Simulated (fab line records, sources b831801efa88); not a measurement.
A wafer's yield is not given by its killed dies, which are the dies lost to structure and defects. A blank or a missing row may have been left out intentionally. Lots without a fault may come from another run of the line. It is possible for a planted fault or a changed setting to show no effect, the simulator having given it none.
Which tool did it? :: flow gf180mcu :: 18 wafers sampled from 6 lots at 1 step of a route of 602

== WHAT THE GAUGES SHOWED, per wafer ==
GF_M3_THK_MEAS_06: measures by xrf.
lot: L292
measured: day 22 15:40
on: film-metro-03
M3_ALCU_THK (nm): 463 468 466

lot: L298
measured: day 24 21:49
on: film-metro-02
M3_ALCU_THK (nm): 457 455 459

lot: L302
measured: day 25 22:43
on: film-metro-01
M3_ALCU_THK (nm): 455 452 452

lot: L305
measured: day 26 23:20
on: film-metro-03
M3_ALCU_THK (nm): 467 466 460

lot: L307
measured: day 27 08:52
on: film-metro-03
M3_ALCU_THK (nm): 458 463 455

lot: L309
measured: day 28 01:13
on: film-metro-03
M3_ALCU_THK (nm): 456 454 455

== WHICH TOOL RAN EACH LOT (tool, then ch and the chambers of the sampled wafers, then the start) ==
There is no process step in the record ahead of these readings.

== THE ANSWER, worked out from the rows above alone ==
Rule: the usual values come from the lots themselves. The widest of any qualifying gaps counts: lots, ordered by their means at a reading, are off when they make up no more than a third of the lots, leave a main group of 4 or more, and stand apart from it by 3 or more times the standard deviation of that group's means. A main group is skipped when, at the precision printed for the reading in the tables above, its means are all equal. Also off: a lot with no number at a reading for which 4 or more lots have one. Where the step has rows for the other lots, those lots are counted as sound.
No lot is off on any of the readings shown, so nothing can be concluded from this.

== WHAT THE SIMULATOR PUT IN ==
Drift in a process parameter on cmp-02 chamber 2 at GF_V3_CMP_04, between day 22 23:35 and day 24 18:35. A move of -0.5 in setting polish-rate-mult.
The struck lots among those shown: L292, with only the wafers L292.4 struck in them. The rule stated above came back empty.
